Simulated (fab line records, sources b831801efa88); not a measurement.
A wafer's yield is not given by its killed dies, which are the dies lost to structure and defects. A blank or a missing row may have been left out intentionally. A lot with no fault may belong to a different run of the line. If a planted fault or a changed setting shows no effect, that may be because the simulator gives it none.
fab line records	flow gf180mcu
record lots=13	wafers=39	lastDay=34
route steps=602 shown POLY_GATE@157 HV_LDD@186 M2@377 V2@404
lots that met no fault: taken from a fault-free run of the same line
startH: start of the lot's first displayed wafer, in hours after the record's first day	waitH: hours elapsed since this lot's preceding step	" repeats the value in the row above	L1.1+2: a single row standing in for several wafers	- no value, or no start given	* or withheld: withheld	< > ~ a bound
route shown NAME@n: a module of which the file shows steps, and the number in the route of the first	usual: the fault-free wafers' mean and standard deviation	same: alike in all rows	chamber/n: place in a boat	sites: per-site readings	_std_site: how widely they spread, as a standard deviation	_edge_site: outer sites' mean less inner sites'	radiusMm: how far each site lies from the wafer's centre	mask NAME#n: copy n	behind: tool/chamber where the wafer was last shaped	hold: why the lot went on hold/how many hours it stayed there/how the hold came to an end	device: the n, p or np transistor that did not switch	end of line: the route-end tests of the same wafers	a step with no rows: only its recipe	killed: at the first sort, the dies lost to defects and structure; wafer yield is something else	map: a wafer's dies, x killed, . not, _ none there
set.NAME: setting as actually run; set.NAME@STEP: the setting as run at that earlier step	model.NAME: the simulator's own value behind a step, which no gauge read
the route's steps for a sample of lots (tables are steps, rows are wafers)
services: when a tool's chamber went out of use (startH, in hours from the record's first day, below 0 if earlier), for how many hours, and the reason
## steps
# step GF_POLY_GATE_CVD_00
# recipe material=poly-Si	targetThkNm=200	tempC=620	timeS=1200	pressureMtorr=200
# usual spikeTcBottomC=642.1/2.9	spikeTcCentreC=620.5/1.7	spikeTcLowerC=619.7/1.2	zonePowerBottomPct=13.6/0.57	zonePowerCentrePct=10.2/0.72	zonePowerLowerPct=8.0/0.93
lot.wafer	tool	chamber	startH	waitH	spikeTcBottomC	spikeTcCentreC	spikeTcLowerC	zonePowerBottomPct	zonePowerCentrePct	zonePowerLowerPct
L353.4	lpcvd-01	0	185.74	0.0	643.8	623.8	618.2	13.5	10.6	6.8
L353.5	"	0	"	"	642.2	620.7	620.2	13.4	10.8	7.0
L353.6	"	0	"	"	644.1	621.1	616.6	13.4	10.9	7.0
L354.3	lpcvd-01	1	194.58	0.0	645.6	621.7	619.8	13.0	9.2	8.3
L354.4	"	1	"	"	643.0	622.6	619.5	13.1	9.2	8.2
L354.5	"	1	"	"	642.9	622.1	617.5	13.0	9.5	8.6
L355.1	lpcvd-02	1	201.19	0.0	640.3	617.4	621.0	13.7	10.7	9.3
L355.3	"	1	"	"	640.8	618.7	620.4	13.6	10.7	9.2
L355.5	"	1	"	"	639.4	619.2	617.2	14.0	10.7	9.3
L360.1	lpcvd-02	0	230.64	0.0	638.4	620.3	621.1	14.8	9.1	8.0
L360.2	"	0	"	"	638.8	621.0	620.7	14.7	8.9	7.8
L360.4	"	0	"	"	639.4	621.0	620.8	14.7	9.2	7.9
L364.2	lpcvd-01	1	263.81	0.9	631.0	613.6	681.1	8.7	4.1	19.1
L364.3	"	1	"	"	630.6	612.5	683.8	8.7	4.2	19.5
L364.6	"	1	"	"	632.5	613.7	681.1	8.6	4.1	19.4
L367.2	lpcvd-02	1	283.85	0.8	639.5	617.9	619.0	13.9	10.7	9.5
L367.3	"	1	"	"	641.1	617.4	619.3	13.7	10.6	9.2
L367.4	"	1	"	"	640.0	618.4	618.8	13.4	10.7	9.3
L368.2	lpcvd-02	1	292.09	0.0	639.3	619.4	619.1	13.6	10.7	9.3
L368.3	"	1	"	"	640.4	619.5	620.1	13.7	10.8	9.1
L368.6	"	1	"	"	638.4	618.3	619.9	13.8	10.7	9.2
L370.1	lpcvd-02	0	304.35	0.0	638.2	620.4	621.0	14.7	8.9	7.9
L370.2	"	0	"	"	639.3	619.0	619.6	14.8	9.2	7.8
L370.6	"	0	"	"	636.8	621.0	621.1	14.6	9.1	7.8
L371.1	lpcvd-02	0	310.97	0.0	638.9	620.4	618.9	15.0	9.2	7.9
L371.2	"	0	"	"	638.7	619.3	620.8	14.8	9.0	7.7
L371.5	"	0	"	"	638.7	621.2	619.5	14.8	9.1	7.9
L372.3	lpcvd-02	1	319.96	0.0	638.0	617.7	620.2	13.6	10.6	9.4
L372.4	"	1	"	"	638.9	617.9	620.9	13.8	10.5	9.3
L372.5	"	1	"	"	639.1	616.8	621.0	13.5	10.8	9.2
L373.1	lpcvd-01	0	324.66	0.0	643.5	621.0	617.3	13.3	10.7	7.0
L373.3	"	0	"	"	645.3	623.3	620.7	13.4	10.8	7.0
L373.4	"	0	"	"	644.5	619.9	619.2	13.4	10.9	6.8
L374.1	lpcvd-01	0	332.82	0.0	645.4	620.2	618.1	13.4	10.6	6.9
L374.5	"	0	"	"	643.9	620.4	618.5	13.7	11.0	6.9
L374.6	"	0	"	"	644.4	623.5	618.4	13.4	10.6	7.0
L375.1	lpcvd-01	0	335.72	0.0	646.1	621.2	618.2	13.5	10.8	6.8
L375.3	"	0	"	"	645.0	620.7	618.7	13.5	10.7	7.0
L375.4	"	0	"	"	645.0	621.2	619.1	13.4	10.6	7.1
# step GF_HV_LDD_STRIP_10
# recipe chemistry=O2/N2	powerW=1400	pressureMtorr=1500	platenTempC=250	o2FlowSccm=3000	n2FlowSccm=300	overashFraction=0.5
# usual drypumpMotorCurrentA=5.83/0.19	heaterPowerW=321/33	oesProductAu=0.715/0.0046	stripTimeToEndpointS=12.629/0.029
lot.wafer	tool	chamber	startH	waitH	drypumpMotorCurrentA	heaterPowerW	oesProductAu	rfHoursCounterH	stripTimeToEndpointS
L353.4	plasmaAsher-02	1	222.91	0.1	5.74	288	0.711	-	12.643
L353.5	"	1	"	"	5.74	283	0.712	-	12.648
L353.6	"	0	"	"	5.64	322	0.714	-	12.688
L354.3	plasmaAsher-02	1	234.29	0.1	5.76	284	0.703	-	12.647
L354.4	"	0	"	"	5.64	313	0.708	-	12.646
L354.5	"	0	"	"	5.62	330	0.718	-	12.593
L355.1	plasmaAsher-02	0	240.81	0.1	5.64	320	0.718	44	12.669
L355.3	"	1	"	"	5.77	286	0.720	-	12.616
L355.5	"	0	"	"	5.61	318	0.718	-	12.620
L360.1	plasmaAsher-02	0	272.36	0.1	5.63	316	0.716	48	12.636
L360.2	"	1	"	"	5.76	283	0.714	48	12.618
L360.4	"	1	"	"	5.77	288	0.729	-	12.630
L364.2	plasmaAsher-04	1	305.35	0.1	6.02	336	0.713	67	12.582
L364.3	"	0	"	"	6.10	317	0.721	-	12.567
L364.6	"	0	"	"	6.11	325	0.723	-	12.568
L367.2	plasmaAsher-04	1	328.85	0.1	6.01	353	0.712	69	12.634
L367.3	"	0	"	"	6.10	317	0.723	-	12.629
L367.4	"	1	"	"	6.03	336	0.716	-	12.646
L368.2	plasmaAsher-02	1	336.45	0.1	5.76	281	0.719	54	12.642
L368.3	"	0	"	"	5.63	321	0.714	-	12.612
L368.6	"	0	"	"	5.64	315	0.719	-	12.578
L370.1	plasmaAsher-04	1	351.52	0.1	6.02	347	0.718	71	12.610
L370.2	"	0	"	"	6.10	310	0.716	71	12.641
L370.6	"	0	"	"	6.11	317	0.715	-	12.602
L371.1	plasmaAsher-02	1	356.85	0.1	5.76	284	0.716	56	12.595
L371.2	"	0	"	"	5.62	324	0.722	56	12.631
L371.5	"	1	"	"	5.75	277	0.720	-	12.654
L372.3	plasmaAsher-04	1	368.74	0.1	6.03	350	0.714	-	12.632
L372.4	"	0	"	"	6.12	319	0.708	-	12.606
L372.5	"	0	"	"	6.12	318	0.722	-	12.588
L373.1	plasmaAsher-04	0	372.46	0.1	6.08	318	0.711	73	12.656
L373.3	"	1	"	"	6.02	344	0.716	-	12.663
L373.4	"	0	"	"	6.10	314	0.716	-	12.680
L374.1	plasmaAsher-04	0	381.10	0.1	6.11	329	0.711	74	12.648
L374.5	"	0	"	"	6.11	317	0.708	-	12.633
L374.6	"	1	"	"	6.02	349	0.722	-	12.631
L375.1	plasmaAsher-01	0	383.11	0.1	5.73	282	0.719	28	12.598
L375.3	"	1	"	"	5.60	402	0.718	-	12.634
L375.4	"	0	"	"	5.74	288	0.710	-	12.609
# step GF_M2_OVL_MEAS_15
# usual M2_OVL=-1/5.8
lot.wafer	tool	chamber	startH	waitH	M2_OVL[nm]
L353.4	overlay-02	-	442.26	0.1	5
L353.5	"	-	"	"	-2
L353.6	"	-	"	"	2
L354.3	overlay-01	-	460.35	0.1	-1
L354.4	"	-	"	"	-6
L354.5	"	-	"	"	-7
L355.1	overlay-01	-	466.58	0.1	-2
L355.3	"	-	"	"	7
L355.5	"	-	"	"	3
L360.1	overlay-01	-	507.34	0.1	2
L360.2	"	-	"	"	8
L360.4	"	-	"	"	11
L364.2	overlay-02	-	545.44	0.1	2
L364.3	"	-	"	"	-3
L364.6	"	-	"	"	3
L367.2	overlay-02	-	571.07	0.1	4
L367.3	"	-	"	"	4
L367.4	"	-	"	"	-1
L368.2	overlay-02	-	577.90	0.1	4
L368.3	"	-	"	"	2
L368.6	"	-	"	"	2
L370.1	overlay-02	-	592.49	0.1	-7
L370.2	"	-	"	"	-15
L370.6	"	-	"	"	-14
L371.1	overlay-01	-	595.12	0.1	-4
L371.2	"	-	"	"	-7
L371.5	"	-	"	"	-7
L372.3	overlay-01	-	609.09	0.1	-4
L372.4	"	-	"	"	-7
L372.5	"	-	"	"	-5
L373.1	overlay-02	-	610.93	0.1	10
L373.3	"	-	"	"	10
L373.4	"	-	"	"	8
L374.1	overlay-01	-	619.09	0.1	1
L374.5	"	-	"	"	8
L374.6	"	-	"	"	1
L375.1	overlay-01	-	630.09	0.1	-8
L375.3	"	-	"	"	-7
L375.4	"	-	"	"	-1
# step GF_V2_SPUTTER_22
# recipe material=TiN	targetThkNm=10	chamberPressurePa=5	powerW=4000	timeS=40
# usual throttleValvePct=30.2/0.88
lot.wafer	tool	chamber	startH	waitH	throttleValvePct
L353.4	pvdSputter-02	-	468.88	0.0	30.3
L353.5	"	-	"	"	30.6
L353.6	"	-	"	"	32.1
L354.3	pvdSputter-01	-	486.65	0.0	30.4
L354.4	"	-	"	"	28.9
L354.5	"	-	"	"	28.5
L355.1	pvdSputter-02	-	492.37	0.0	31.7
L355.3	"	-	"	"	31.2
L355.5	"	-	"	"	30.2
L360.1	pvdSputter-01	-	531.72	0.0	31.0
L360.2	"	-	"	"	28.7
L360.4	"	-	"	"	30.1
L364.2	pvdSputter-03	-	569.92	0.0	29.0
L364.3	"	-	"	"	30.6
L364.6	"	-	"	"	29.8
L367.2	pvdSputter-01	-	594.64	0.0	30.2
L367.3	"	-	"	"	29.7
L367.4	"	-	"	"	31.0
L368.2	pvdSputter-02	-	600.52	0.0	30.2
L368.3	"	-	"	"	31.7
L368.6	"	-	"	"	30.8
L370.1	pvdSputter-01	-	615.24	0.0	29.9
L370.2	"	-	"	"	29.7
L370.6	"	-	"	"	28.8
L371.1	pvdSputter-01	-	618.57	0.0	30.4
L371.2	"	-	"	"	30.9
L371.5	"	-	"	"	31.0
L372.3	pvdSputter-02	-	632.44	0.0	30.9
L372.4	"	-	"	"	30.1
L372.5	"	-	"	"	29.9
L373.1	pvdSputter-03	-	633.69	0.0	29.9
L373.3	"	-	"	"	28.9
L373.4	"	-	"	"	29.8
L374.1	pvdSputter-03	-	640.93	0.0	29.2
L374.5	"	-	"	"	29.5
L374.6	"	-	"	"	28.9
L375.1	pvdSputter-01	-	652.20	0.0	28.6
L375.3	"	-	"	"	31.1
L375.4	"	-	"	"	28.7
## services
tool	chamber	startH	hours	kind
lpcvd-01	-	201.99	4.3	pm
pvdSputter-03	-	229.89	1.5	repair
plasmaAsher-04	-	247.79	3.6	repair
plasmaAsher-04	-	262.30	4.2	repair
plasmaAsher-01	-	318.56	3.1	repair
plasmaAsher-04	-	333.18	5.9	repair
pvdSputter-01	-	366.25	16.1	repair
plasmaAsher-04	-	383.86	2.8	pm
pvdSputter-01	-	387.27	3.2	repair
plasmaAsher-04	-	421.25	9.0	pm
plasmaAsher-04	0	421.25	9.0	ventCycle
lpcvd-02	-	454.93	4.3	pm
plasmaAsher-01	-	458.81	1.1	repair
lpcvd-02	-	459.64	0.8	repair
pvdSputter-03	-	462.89	0.8	repair
pvdSputter-01	-	497.26	0.6	repair
plasmaAsher-04	-	528.52	5.6	repair
pvdSputter-02	-	540.58	1.6	repair
plasmaAsher-02	-	560.00	3.2	repair
pvdSputter-03	-	599.51	2.1	repair
pvdSputter-02	-	602.98	2.5	repair
pvdSputter-03	-	632.24	1.2	repair
plasmaAsher-01	-	640.03	61.8	pm
plasmaAsher-02	-	651.34	2.8	pm
## key
firstSign step=GF_POLY_GATE_CVD_00	reading=spikeTcLowerC	direction=up	sigmas=53	usual=619.7	struck=682.0
effect step=GF_POLY_GATE_CVD_00	reading=zonePowerLowerPct	direction=up	sigmas=12	usual=8.0	struck=19.3
metAt GF_POLY_GATE_CVD_00
struckLots L364
struckWafers L364.2,L364.3,L364.6
testerLeftOut L364
notActingAt GF_HV_LDD_STRIP_10,GF_M2_OVL_MEAS_15,GF_V2_SPUTTER_22
onsetBetween 194.58 263.81
fault kind=processParameterDrift	tool=lpcvd-01	chamber=1	onsetH=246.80	steps=GF_POLY_GATE_CVD_00	channel=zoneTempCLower	offset=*	shape=step	endH=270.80
# testerLeftOut: of these lots the tester's yield and bins aren't shown, on N5 and GAA mostly nor the transistor test; their killed dies are dies lost to structure and defects alone, not to doping, threshold or leakage, so they don't give the yield
